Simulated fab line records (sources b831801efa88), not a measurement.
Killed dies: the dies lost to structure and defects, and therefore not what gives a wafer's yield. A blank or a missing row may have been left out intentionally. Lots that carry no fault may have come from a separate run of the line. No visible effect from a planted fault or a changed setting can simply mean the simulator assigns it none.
fab line records    flow gf180mcu
record lots=13  wafers=39  last_day=34
route steps=602 shown STI@23 HV_LDD@209 V3@432
lots with no fault: from the same line, run without faults
start_h: the number of hours between the record's first day and the start of the first shown wafer of the lot    wait_h: how many hours have passed since the lot's step before this one    " repeats the value in the row above    L1.1+2: a row that stands for several wafers    - either no value or no given start    * or withheld: withheld    < > ~ a bound
route shown NAME@n: names a module that has steps shown in the file, with the first one's number in the route    usual: the fault-free wafers' mean and standard deviation    same: alike in all rows    chamber/n: place in a boat    sites: the reading at each site    _std_site: standard deviation of those values    _edge_site: outer sites' mean less inner sites'    radius_mm: how far each site lies from the wafer's centre    mask NAME#n: copy n    behind: tool/chamber where the wafer was last shaped    hold: why the lot went on hold/how many hours it stayed there/how the hold came to an end    device: the n, p or np transistor that did not switch    end of line: the route-end tests of the same wafers    step lacking rows: just its recipe    killed: at the first sort, the dies lost to defects and structure; wafer yield is something else    map: shows each die of a wafer: x if killed, . if not, _ if none is there
set.NAME: the setting that was run; set.NAME@STEP: the one run at that earlier step    model.NAME: the simulator's own value behind a step, which no gauge read
route steps across a sampled set of lots; one table per step, one row per wafer
services: from which hour (start_h, from the record's first day; less than 0 if before it) a tool's chamber was out of use, for how many hours, and why
## steps
# step GF_STI_THK_MEAS_22
# recipe reads=SiO2_of_STI_OXIDATION_21
# usual STI_OXIDATION_01_THK=14.90/0.29
lot.wafer  tool           chamber  start_h  wait_h  STI_OXIDATION_01_THK[nm]
L871.1     film_metro-02  -        39.46    0.0     15.06
L871.2     "              -        "        "       14.85
L871.5     "              -        "        "       14.88
L874.3     film_metro-03  -        53.55    0.0     15.17
L874.4     "              -        "        "       14.92
L874.6     "              -        "        "       14.83
L875.1     film_metro-04  -        58.76    0.0     14.28
L875.3     "              -        "        "       14.26
L875.5     "              -        "        "       14.28
L881.2     film_metro-04  -        88.76    0.0     15.28
L881.5     "              -        "        "       15.17
L881.6     "              -        "        "       15.26
L883.1     film_metro-02  -        99.99    0.0     14.91
L883.2     "              -        "        "       15.22
L883.5     "              -        "        "       15.06
L884.1     film_metro-04  -        105.10   0.0     15.18
L884.2     "              -        "        "       14.93
L884.3     "              -        "        "       14.94
L885.2     film_metro-02  -        109.00   0.0     15.23
L885.4     "              -        "        "       15.14
L885.5     "              -        "        "       15.01
L887.1     film_metro-04  -        120.30   0.0     14.53
L887.2     "              -        "        "       14.76
L887.5     "              -        "        "       14.45
L888.1     film_metro-04  -        125.49   0.0     14.77
L888.3     "              -        "        "       15.09
L888.4     "              -        "        "       14.95
L889.1     film_metro-02  -        133.33   0.0     14.58
L889.2     "              -        "        "       14.66
L889.6     "              -        "        "       14.42
L890.2     film_metro-04  -        136.96   0.0     15.32
L890.3     "              -        "        "       15.19
L890.4     "              -        "        "       15.56
L891.1     film_metro-04  -        142.47   0.0     15.28
L891.3     "              -        "        "       15.45
L891.5     "              -        "        "       15.45
L892.1     film_metro-02  -        145.75   0.0     14.84
L892.3     "              -        "        "       15.04
L892.6     "              -        "        "       14.81
# step GF_HV_LDD_IMPLANT_33
# recipe species=P  energy_kev=60  dose_cm2=7.5e+12  tilt_deg=30  rotation_deg=0
lot.wafer   tool          chamber  start_h  wait_h
L871.1+2+5  implanter-03  0        268.01   0.0
L871.1+2+5  implanter-03  0        268.32   0.3
L874.3+4+6  implanter-04  0        293.53   0.1
L875.1+3+5  implanter-04  0        296.78   0.0
L875.1+3+5  implanter-04  0        297.09   0.3
L881.2+5+6  implanter-04  0        343.65   0.0
L881.2+5+6  implanter-04  0        343.97   0.3
L883.1+2+5  implanter-04  0        361.43   0.0
L884.1+2+3  implanter-01  0        369.83   0.0
L885.2+4+5  implanter-03  0        378.70   0.0
L887.1+2+5  implanter-04  0        395.13   0.0
L888.1+3+4  implanter-03  0        399.53   0.0
L889.1+2+6  implanter-01  0        418.04   0.0
L890.2+3+4  implanter-04  0        424.86   0.0
L891.1+3+5  implanter-03  0        434.38   0.0
L892.1+3+6  implanter-04  0        434.44   0.0
# step GF_HV_LDD_TW_MEAS_38
# usual HV_LDD_3_TW=1439/17
lot.wafer  tool           chamber  start_h  wait_h  HV_LDD_3_TW
L871.1     film_metro-04  -        269.03   0.1     1534
L871.2     "              -        "        "       1530
L871.5     "              -        "        "       1525
L874.3     film_metro-01  -        294.20   0.1     1422
L874.4     "              -        "        "       1427
L874.6     "              -        "        "       1427
L875.1     film_metro-04  -        297.79   0.1     1531
L875.3     "              -        "        "       1529
L875.5     "              -        "        "       1532
L881.2     film_metro-03  -        344.68   0.1     1576
L881.5     "              -        "        "       1575
L881.6     "              -        "        "       1570
L883.1     film_metro-01  -        362.13   0.1     1421
L883.2     "              -        "        "       1427
L883.5     "              -        "        "       1419
L884.1     film_metro-03  -        370.53   0.1     1461
L884.2     "              -        "        "       1462
L884.3     "              -        "        "       1464
L885.2     film_metro-03  -        379.39   0.1     1462
L885.4     "              -        "        "       1463
L885.5     "              -        "        "       1459
L887.1     film_metro-01  -        395.83   0.1     1434
L887.2     "              -        "        "       1440
L887.5     "              -        "        "       1438
L888.1     film_metro-01  -        400.23   0.1     1442
L888.3     "              -        "        "       1443
L888.4     "              -        "        "       1441
L889.1     film_metro-03  -        418.74   0.1     1450
L889.2     "              -        "        "       1452
L889.6     "              -        "        "       1456
L890.2     film_metro-04  -        425.55   0.1     1432
L890.3     "              -        "        "       1432
L890.4     "              -        "        "       1424
L891.1     film_metro-03  -        435.08   0.1     1445
L891.3     "              -        "        "       1449
L891.5     "              -        "        "       1454
L892.1     film_metro-01  -        435.14   0.1     1413
L892.3     "              -        "        "       1413
L892.6     "              -        "        "       1417
# step GF_HV_LDD_RS_MEAS_53
# recipe thk_meas_gauge=four-point-probe
# usual HV_LDD_RS=418.3/1
lot.wafer  tool           chamber  start_h  wait_h  HV_LDD_RS[ohm/sq]
L871.1     film_metro-04  -        288.81   0.1     400.3
L871.2     "              -        "        "       400.9
L871.5     "              -        "        "       400.8
L874.3     film_metro-03  -        315.71   0.1     417.4
L874.4     "              -        "        "       417.5
L874.6     "              -        "        "       419.4
L875.1     film_metro-04  -        318.36   0.1     400.4
L875.3     "              -        "        "       399.1
L875.5     "              -        "        "       399.0
L881.2     film_metro-03  -        365.69   0.1     401.0
L881.5     "              -        "        "       400.3
L881.6     "              -        "        "       401.7
L883.1     film_metro-01  -        384.66   0.1     417.5
L883.2     "              -        "        "       417.3
L883.5     "              -        "        "       418.5
L884.1     film_metro-03  -        393.82   0.1     418.8
L884.2     "              -        "        "       418.9
L884.3     "              -        "        "       417.6
L885.2     film_metro-04  -        402.13   0.1     417.4
L885.4     "              -        "        "       418.2
L885.5     "              -        "        "       417.3
L887.1     film_metro-01  -        418.79   0.1     418.9
L887.2     "              -        "        "       419.4
L887.5     "              -        "        "       418.2
L888.1     film_metro-01  -        424.37   0.1     416.8
L888.3     "              -        "        "       417.4
L888.4     "              -        "        "       417.6
L889.1     film_metro-04  -        443.27   0.1     417.1
L889.2     "              -        "        "       417.2
L889.6     "              -        "        "       417.4
L890.2     film_metro-01  -        449.62   0.1     417.8
L890.3     "              -        "        "       418.2
L890.4     "              -        "        "       417.7
L891.1     film_metro-01  -        459.80   0.1     418.3
L891.3     "              -        "        "       420.0
L891.5     "              -        "        "       420.1
L892.1     film_metro-04  -        459.86   0.1     418.0
L892.3     "              -        "        "       418.9
L892.6     "              -        "        "       417.4
# step GF_V3_THK_MEAS_03
# recipe reads=SiO2_of_V3_CVD_02
# usual V3_CVD_02_THK=849/13
lot.wafer  tool           chamber  start_h  wait_h  V3_CVD_02_THK[nm]
L871.1     film_metro-03  -        503.63   0.0     843
L871.2     "              -        "        "       858
L871.5     "              -        "        "       854
L874.3     film_metro-02  -        535.52   0.1     843
L874.4     "              -        "        "       870
L874.6     "              -        "        "       857
L875.1     film_metro-04  -        537.42   0.0     870
L875.3     "              -        "        "       850
L875.5     "              -        "        "       868
L881.2     film_metro-03  -        588.10   0.0     853
L881.5     "              -        "        "       845
L881.6     "              -        "        "       874
L883.1     film_metro-02  -        605.39   0.1     839
L883.2     "              -        "        "       841
L883.5     "              -        "        "       853
L884.1     film_metro-04  -        615.36   0.0     816
L884.2     "              -        "        "       831
L884.3     "              -        "        "       837
L885.2     film_metro-03  -        620.94   0.0     844
L885.4     "              -        "        "       879
L885.5     "              -        "        "       868
L887.1     film_metro-04  -        635.07   0.0     850
L887.2     "              -        "        "       833
L887.5     "              -        "        "       850
L888.1     film_metro-04  -        641.34   0.0     843
L888.3     "              -        "        "       836
L888.4     "              -        "        "       862
L889.1     film_metro-02  -        655.68   0.0     829
L889.2     "              -        "        "       838
L889.6     "              -        "        "       847
L890.2     film_metro-04  -        660.33   0.0     826
L890.3     "              -        "        "       848
L890.4     "              -        "        "       838
L891.1     film_metro-04  -        669.97   0.0     843
L891.3     "              -        "        "       827
L891.5     "              -        "        "       857
L892.1     film_metro-03  -        670.46   0.1     831
L892.3     "              -        "        "       821
L892.6     "              -        "        "       829
# step GF_V3_STRIP_18
# recipe chemistry=O2/N2  power_w=1400  pressure_mtorr=1500  platen_temp_c=250  o2_flow_sccm=3000  n2_flow_sccm=300  overash_fraction=0.5
# usual drypump_motor_current_A=5.7/0.35  heater_power_w=306/35  oes_product_au=0.593/0.0049
lot.wafer  tool             chamber  start_h  wait_h  drypump_motor_current_A  heater_power_w  oes_product_au  rf_hours_counter_h
L871.1     plasma_asher-03  0        527.22   -       5.1                      359             0.592           40
L871.2     "                1        "        "       6.0                      292             0.592           40
L871.5     "                0        "        "       5.1                      351             0.595           -
L874.3     plasma_asher-02  0        558.66   -       5.6                      306             0.590           -
L874.4     "                1        "        "       5.6                      316             0.595           -
L874.6     "                1        "        "       5.6                      310             0.590           -
L875.1     plasma_asher-03  1        560.25   -       6.0                      302             0.591           44
L875.3     "                0        "        "       5.2                      356             0.595           -
L875.5     "                0        "        "       5.2                      361             0.586           -
L881.2     plasma_asher-02  1        610.36   -       5.6                      318             0.590           19
L881.5     "                0        "        "       5.6                      305             0.599           -
L881.6     "                1        "        "       5.7                      306             0.590           -
L883.1     plasma_asher-02  1        626.95   -       5.6                      320             0.596           21
L883.2     "                0        "        "       5.6                      311             0.584           21
L883.5     "                1        "        "       5.6                      324             0.593           -
L884.1     plasma_asher-03  0        636.28   -       5.2                      357             0.592           51
L884.2     "                1        "        "       6.0                      298             0.595           51
L884.3     "                1        "        "       6.0                      299             0.602           -
L885.2     plasma_asher-04  0        641.76   -       6.2                      249             0.585           105
L885.4     "                1        "        "       5.7                      315             0.592           -
L885.5     "                1        "        "       5.7                      319             0.590           -
L887.1     plasma_asher-04  0        654.91   -       6.2                      242             0.596           106
L887.2     "                1        "        "       5.7                      333             0.595           106
L887.5     "                0        "        "       6.2                      256             0.590           -
L888.1     plasma_asher-04  1        661.05   -       5.7                      324             0.593           107
L888.3     "                1        "        "       5.7                      321             0.599           -
L888.4     "                0        "        "       6.2                      246             0.594           -
L889.1     plasma_asher-02  1        675.56   -       5.6                      321             0.590           26
L889.2     "                0        "        "       5.6                      307             0.604           26
L889.6     "                1        "        "       5.6                      322             0.589           -
L890.2     plasma_asher-02  1        679.71   -       5.6                      306             0.586           26
L890.3     "                0        "        "       5.6                      315             0.584           -
L890.4     "                1        "        "       5.6                      317             0.595           -
L891.1     plasma_asher-04  0        689.90   -       6.2                      241             0.594           110
L891.3     "                0        "        "       6.2                      242             0.593           -
L891.5     "                0        "        "       6.2                      244             0.600           -
L892.1     plasma_asher-02  1        690.37   -       5.6                      313             0.589           27
L892.3     "                1        "        "       5.6                      316             0.587           -
L892.6     "                1        "        "       5.6                      314             0.601           -
## services
tool             chamber  start_h  hours  kind
implanter-01     -        251.80   2.2    repair
plasma_asher-02  -        273.97   5.0    repair
plasma_asher-04  -        303.38   2.0    repair
implanter-01     -        306.29   1.9    repair
plasma_asher-03  -        307.79   0.6    repair
plasma_asher-02  -        328.40   14.6   pm
implanter-01     -        349.99   10.7   repair
implanter-03     -        359.45   3.6    pm
implanter-03     -        390.34   2.1    repair
implanter-01     -        396.78   2.1    repair
implanter-04     -        407.05   3.8    pm
plasma_asher-02  -        421.25   9.0    pm
implanter-01     -        449.84   5.1    pm
implanter-04     -        456.64   6.2    repair
implanter-01     -        498.18   0.8    repair
plasma_asher-04  -        508.74   2.8    pm
implanter-01     -        534.81   4.1    repair
plasma_asher-04  -        560.62   1.3    repair
plasma_asher-03  -        563.94   2.8    pm
implanter-03     -        589.61   3.9    repair
implanter-01     -        589.76   0.6    repair
implanter-04     -        608.44   3.6    repair
implanter-03     -        667.73   6.1    repair
plasma_asher-02  -        682.53   3.0    repair
## key
first_sign step=GF_HV_LDD_IMPLANT_33  reading=visit  direction=added
effect step=GF_HV_LDD_TW_MEAS_38  reading=HV_LDD_3_TW  direction=up  sigmas=6.3  usual=1439  struck=1545
effect step=GF_HV_LDD_RS_MEAS_53  reading=HV_LDD_RS  direction=down  sigmas=17  usual=418.3  struck=400.4
met_at GF_HV_LDD_IMPLANT_33
struck_lots L871,L875,L881
tester_left_out L871,L875,L881
not_acting_at GF_STI_THK_MEAS_22,GF_V3_THK_MEAS_03,GF_V3_STRIP_18
fault kind=repeated_step_whole  tool=implanter-01,implanter-03,implanter-04  chamber=-  onset_h=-  steps=GF_HV_LDD_IMPLANT_33  times=1  scope=struck_lots_only
# tester_left_out: of these lots the tester's yield and bins aren't shown, on N5 and GAA mostly nor the transistor test; their killed dies are dies lost to structure and defects alone, not to doping, threshold or leakage, so they don't give the yield
